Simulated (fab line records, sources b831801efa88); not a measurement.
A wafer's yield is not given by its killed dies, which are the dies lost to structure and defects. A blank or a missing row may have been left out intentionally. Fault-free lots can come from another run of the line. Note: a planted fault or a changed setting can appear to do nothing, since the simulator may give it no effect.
The same fault as seen by 2 desks	flow sky130	each desk has only its own numbers; what lay behind them comes last

== METROLOGY DESK ==
What the gauges read for every lot (on any tool): the sampled wafers with a number, averaged. Marked OUT: a lot whose mean sits more than 4 standard deviations from the usual mean, which makes it out of limits; the brackets give that distance.
Columns: A = CONTACT_CVD_00_THK at SKY_CONTACT_THK_MEAS_01, usual 75.0 nm; B = CONTACT_HDPCVD_THK at SKY_CONTACT_THK_MEAS_03, usual 565 nm; C = CONTACT_BOW at SKY_CONTACT_BOW_MEAS_05, usual 82 um; D = cd-nm at SKY_CONTACT_CD_MEAS_14, usual 170.1 nm; E = CONTACT_OVL at SKY_CONTACT_OVL_MEAS_15, usual 4 nm
lot	first seen here	A	B	C	D	E
L462	day 34 03:32	74.0	564	83	168.5	12
L465	day 34 15:56	75.1	557	75	167.9	1
L466	day 35 11:09	75.8	569	82	171.4	1
L467	day 35 11:34	74.7	566	83	167.3	16
L470	day 36 01:44	74.0	573	86	170.0	-12
L471	day 36 11:56	74.6	558	80	169.8	7
L476	day 37 18:44	74.8	557	84	170.5	5
This desk's finding: nothing out of limits on any of the 7 lots.

== THE TOOL OWNER'S DESK: litho-track-01 ==
The tool's own readings at SKY_CONTACT_COAT_08 (resist thk 60 nm): means of the sampled wafers that have a number, for each lot that ran on this tool. Marked OUT: a lot whose mean sits more than 4 standard deviations from the usual mean, which makes it out of limits; the brackets give that distance.
Columns: A = spin-speed-rpm at SKY_CONTACT_COAT_08, usual 2999.9 rpm
lot	first seen here	A
L465	day 35 05:57	2996.5
L467	day 36 00:30	2951.1 (-21) OUT
L470	day 36 15:36	2951.7 (-21) OUT
L471	day 37 00:48	2951.5 (-21) OUT
This desk finds L467, L470, L471 out of limits, L467 being first, at day 36 00:30 (spin-speed-rpm at SKY_CONTACT_COAT_08). L465: within limits.

== TAKEN TOGETHER ==
An alarm could have come from the tool owner's desk at day 36 00:30, on L467, L470, L471.
At the metrology desk, nothing out of limits was observed.
The metrology desk holds a record of L467, L470, L471, inside its limits.
All the named lots went through SKY_CONTACT_COAT_08 on litho-track-01.

== WHAT WAS PUT IN BY THE SIMULATOR ==
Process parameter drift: litho-track-01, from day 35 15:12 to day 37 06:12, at SKY_CONTACT_COAT_08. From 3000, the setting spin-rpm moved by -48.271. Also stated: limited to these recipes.
Struck lots among those shown: L467, L470, L471.
Delay in hours, fault start to first out-of-limits reading, by desk: the tool owner's desk at 9.
